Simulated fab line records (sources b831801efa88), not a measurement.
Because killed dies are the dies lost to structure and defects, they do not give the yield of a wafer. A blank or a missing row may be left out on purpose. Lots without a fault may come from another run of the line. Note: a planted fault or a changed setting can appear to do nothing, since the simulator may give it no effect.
Which of the tools did it?	flow sky130	12 lots, 33 wafers sampled, at 6 steps of a route of 708

## WHAT EACH GAUGE READ, for each wafer
Not one reading of a measure or inspect step in the record can be checked against a usual standard deviation.

## EACH LOT AND THE TOOL THAT RAN IT (in order: tool; ch and the chambers of the sampled wafers; start)
lot	SKY_LI_CONTACT_STRIP_16	SKY_CONTACT_CMP_04	SKY_CONTACT_ETCH_16	SKY_CONTACT_ETCH_17	SKY_CONTACT_SPUTTER_23	SKY_PAD_OPEN_PROBE_99
L417	plasma_asher-03 ch 0,1, day 29 02:29	cmp-02 ch 2,3, day 30 09:17	rie_diel-03 ch 1,2, day 31 13:11	rie_diel-03 ch 1,2, day 31 13:14	pvd_sputter-02, day 31 13:55	-
L421	plasma_asher-03 ch 0,1, day 31 04:16	cmp-01 ch 0,2,3, day 32 09:50	rie_diel-03 ch 2,3, day 33 13:22	rie_diel-03 ch 2,3, day 33 13:24	pvd_sputter-01, day 33 14:07	-
L424	plasma_asher-04 ch 0,1, day 31 19:29	cmp-01 ch 1,3, day 33 01:02	rie_diel-04 ch 0,3, day 34 04:13	rie_diel-04 ch 0,3, day 34 04:16	pvd_sputter-02, day 34 04:56	prober-02, day 47 20:23
L423	plasma_asher-04 ch 0,1, day 31 22:05	cmp-02 ch 0,1,3, day 33 03:39	rie_diel-01 ch 1,2, day 34 05:52	rie_diel-01 ch 1,2, day 34 05:54	pvd_sputter-01, day 34 06:35	-
L425	plasma_asher-03 ch 0,1, day 32 05:50	cmp-02 ch 0,2,3, day 33 10:41	rie_diel-01 ch 0,1,2, day 34 13:16	rie_diel-01 ch 0,1,2, day 34 13:18	pvd_sputter-03, day 34 13:59	-
L426	plasma_asher-04 ch 0,1, day 32 06:59	cmp-01 ch 0,2,3, day 33 12:58	rie_diel-01 ch 0,3, day 34 15:22	rie_diel-01 ch 0,3, day 34 15:24	pvd_sputter-01, day 34 16:05	prober-01, day 48 05:13
L427	plasma_asher-03 ch 0,1, day 32 18:22	cmp-02 ch 0,2,3, day 33 23:45	rie_diel-03 ch 1,2,3, day 35 02:49	rie_diel-03 ch 1,2,3, day 35 02:51	pvd_sputter-01, day 35 03:32	-
L431	plasma_asher-02 ch 0,1, day 34 01:43	cmp-02 ch 1,2,3, day 35 07:06	rie_diel-04 ch 2,3, day 36 09:37	rie_diel-04 ch 2,3, day 36 09:40	pvd_sputter-03, day 36 10:20	prober-02, day 49 10:34
L434	plasma_asher-02 ch 0,1, day 35 03:37	cmp-01 ch 0,2, day 36 07:42	rie_diel-03 ch 1,2,3, day 37 10:28	rie_diel-03 ch 1,2,3, day 37 10:30	pvd_sputter-02, day 37 11:11	prober-01, day 50 01:22
L438	plasma_asher-03 ch 1, day 35 18:26	cmp-02 ch 0,2, day 36 23:23	rie_diel-03 ch 1,2, day 38 01:34	rie_diel-03 ch 1,2, day 38 01:36	pvd_sputter-03, day 38 02:21	prober-01, day 50 11:14
L439	plasma_asher-04 ch 1, day 36 11:34	cmp-02 ch 0,1, day 37 16:31	rie_diel-03 ch 0,2, day 38 18:19	rie_diel-03 ch 0,2, day 38 18:21	pvd_sputter-01, day 38 19:02	prober-02, day 50 22:08
L440	plasma_asher-03 ch 0, day 36 13:11	cmp-02 ch 0,1, day 37 18:33	rie_diel-03 ch 0,1, day 38 20:12	rie_diel-03 ch 0,1, day 38 20:14	pvd_sputter-01, day 38 21:05	prober-01, day 51 00:45
- SKY_LI_CONTACT_STRIP_16: strips in O2/N2.
- SKY_CONTACT_CMP_04: polishes SiO2.
- SKY_CONTACT_ETCH_16: etches BARC in N2/H2, stops on SiO2, time 45.9 s, target depth 60 nm.
- SKY_CONTACT_ETCH_17: etches SiO2 in C4F8/O2/Ar, stops on Si3N4, target depth 340 nm.
- SKY_CONTACT_SPUTTER_23: material TiN, target thk 20 nm, time 80 s.
- SKY_PAD_OPEN_PROBE_99

## WHAT THE TOOLS THEMSELVES READ (means of the sampled wafers that have a number; where no wafer has one, the mark that the record gives instead)
SKY_LI_CONTACT_STRIP_16. Usual: drypump_motor_current_A 5.7 A, standard deviation 0.49; oes_product_au 0.375 a.u., standard deviation 0.0042; strip_time_to_endpoint_s 3.51 s, standard deviation 0.03.
lot	tool	drypump_motor_current_A (A)	oes_product_au (a.u.)	strip_time_to_endpoint_s (s)	flag
L417	plasma_asher-03	6.1	0.379	3.54	
L421	plasma_asher-03	6.1	0.379	3.51	
L424	plasma_asher-04	5.7	0.376	3.52	
L423	plasma_asher-04	5.7	0.375	3.47	
L425	plasma_asher-03	5.7	0.377	3.51	
L426	plasma_asher-04	5.7	0.378	3.54	
L427	plasma_asher-03	5.8	0.371	3.50	
L431	plasma_asher-02	5.1	0.370	3.52	
L434	plasma_asher-02	5.4	0.371	3.47	
L438	plasma_asher-03	5.4	0.375	3.52	
L439	plasma_asher-04	5.8	0.372	3.55	
L440	plasma_asher-03	6.5	0.371	3.50	

SKY_CONTACT_CMP_04. Usual: motor_current_A 12.1 A, standard deviation 1.3; retaining_ring_pressure_frac 1.000, standard deviation 0.0061; time_to_endpoint_s 81 s, standard deviation 4.
lot	tool	motor_current_A (A)	retaining_ring_pressure_frac	time_to_endpoint_s (s)	flag
L417	cmp-02	13.5	1.004	77	
L421	cmp-01	11.1	1.001	82	
L424	cmp-01	12.6	1.000	80	
L423	cmp-02	11.7	0.997	80	
L425	cmp-02	12.5	1.007	78	
L426	cmp-01	11.4	0.998	77	
L427	cmp-02	12.2	1.000	85	
L431	cmp-02	12.7	1.001	84	
L434	cmp-01	11.3	1.001	81	
L438	cmp-02	12.1	1.006	102	OFF
L439	cmp-02	11.3	1.003	114	OFF
L440	cmp-02	11.6	1.002	112	OFF

SKY_CONTACT_ETCH_16. Usual: drypump_motor_current_A 5.7 A, standard deviation 0.47; h2_flow_sccm 199.9 sccm, standard deviation 0.64; oes_product_au 0.854 a.u., standard deviation 0.0057; throttle_valve_pct 13.226 %, standard deviation 0.0099.
lot	tool	drypump_motor_current_A (A)	h2_flow_sccm (sccm)	oes_product_au (a.u.)	throttle_valve_pct (%)	flag
L417	rie_diel-03	5.5	199.3	0.859	13.225	
L421	rie_diel-03	5.4	200.1	0.853	13.227	
L424	rie_diel-04	5.6	200.2	0.853	13.216	
L423	rie_diel-01	6.1	199.6	0.856	13.222	
L425	rie_diel-01	5.7	199.6	0.848	13.225	
L426	rie_diel-01	5.7	200.7	0.856	13.222	
L427	rie_diel-03	5.6	199.8	0.853	13.232	
L431	rie_diel-04	5.4	200.0	0.853	13.238	
L434	rie_diel-03	5.5	199.4	0.852	13.231	
L438	rie_diel-03	5.4	199.7	0.857	13.226	
L439	rie_diel-03	5.9	199.9	0.857	13.229	
L440	rie_diel-03	6.0	200.1	0.861	13.221	

SKY_CONTACT_ETCH_17. Usual: oes_product_au reads 0.892 a.u. (standard deviation 0.0046).
lot	tool	oes_product_au (a.u.)	flag
L417	rie_diel-03	0.891	
L421	rie_diel-03	0.893	
L424	rie_diel-04	0.892	
L423	rie_diel-01	0.891	
L425	rie_diel-01	0.894	
L426	rie_diel-01	0.896	
L427	rie_diel-03	0.893	
L431	rie_diel-04	0.888	
L434	rie_diel-03	0.896	
L438	rie_diel-03	0.948	OFF
L439	rie_diel-03	0.989	OFF
L440	rie_diel-03	0.996	OFF

SKY_CONTACT_SPUTTER_23. Usual: throttle_valve_pct reads 31.0 % (standard deviation 1.1).
lot	tool	throttle_valve_pct (%)	flag
L417	pvd_sputter-02	29.1	
L421	pvd_sputter-01	31.6	
L424	pvd_sputter-02	29.6	
L423	pvd_sputter-01	30.8	
L425	pvd_sputter-03	31.8	
L426	pvd_sputter-01	31.4	
L427	pvd_sputter-01	31.1	
L431	pvd_sputter-03	31.7	
L434	pvd_sputter-02	30.2	
L438	pvd_sputter-03	31.6	
L439	pvd_sputter-01	31.8	
L440	pvd_sputter-01	31.6	

SKY_PAD_OPEN_PROBE_99. Usual: killed_at_M0_to_M3 42, standard deviation 7.1; killed_at_M4_up 3.3, standard deviation 1.9; killed_at_contacts 24, standard deviation 5; killed_at_front_end 15, standard deviation 4.7; killed_at_other 0.3, standard deviation 0.61; killed_dies 86, standard deviation 9.6; killed_on_rim 17, standard deviation 3.8; killed_open 47, standard deviation 7.5; killed_short 38, standard deviation 6.6.
lot	tool	killed_at_M0_to_M3	killed_at_M4_up	killed_at_contacts	killed_at_front_end	killed_at_other	killed_dies	killed_on_rim	killed_open	killed_short	flag
L424	prober-02	43	1.0	25	17	0.0	86	16	48	37	
L426	prober-01	40	3.0	26	17	0.3	87	19	49	38	
L431	prober-02	44	2.7	33	18	0.3	97	21	58	39	
L434	prober-01	50	1.7	27	12	1.0	91	19	50	41	
L438	prober-01	42	3.0	165	11	0.0	222	36	48	32	OFF
L439	prober-02	38	2.0	328	17	0.5	385	76	38	36	OFF
L440	prober-01	40	4.0	216	12	0.5	272	73	44	36	OFF

## THE ANSWER, worked out from the rows above alone
Rule: a lot is off if the mean of its wafers that have a number lies more than 3 standard deviations from the usual mean. A lot without any number at a reading at which 4 lots or more have one is off too. Where the step has rows for the other lots, those lots are counted as sound. After the gauges, taken in route order, come the tools' own readings; for these a lot's mean is taken, as printed above. At the first step where some lot is off, the reading lying furthest off is the one used; lots without a number count as furthest.
Off at SKY_CONTACT_CMP_04 (time_to_endpoint_s): L438, L439, L440.
A tool fits if, at that step or a process step before it, it ran every lot that is off, and no sound lot after the first of them. One fits: SKY_CONTACT_CMP_04 on cmp-02. Its last sound lot is L431 (day 35 07:06), its first lot that is off L438 (day 36 23:23): a fault that began between those two fits.
On the lots that are off, the tool's own readings at SKY_CONTACT_CMP_04 differ by more than 5 times the standard deviation of the sound lots' means, which bears it out; time_to_endpoint_s reads 109 s there versus 80 s on the sound lots.

## WHAT HAD BEEN PUT IN BY THE SIMULATOR
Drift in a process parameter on cmp-02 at SKY_CONTACT_CMP_04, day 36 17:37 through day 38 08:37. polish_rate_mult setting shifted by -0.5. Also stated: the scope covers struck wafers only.
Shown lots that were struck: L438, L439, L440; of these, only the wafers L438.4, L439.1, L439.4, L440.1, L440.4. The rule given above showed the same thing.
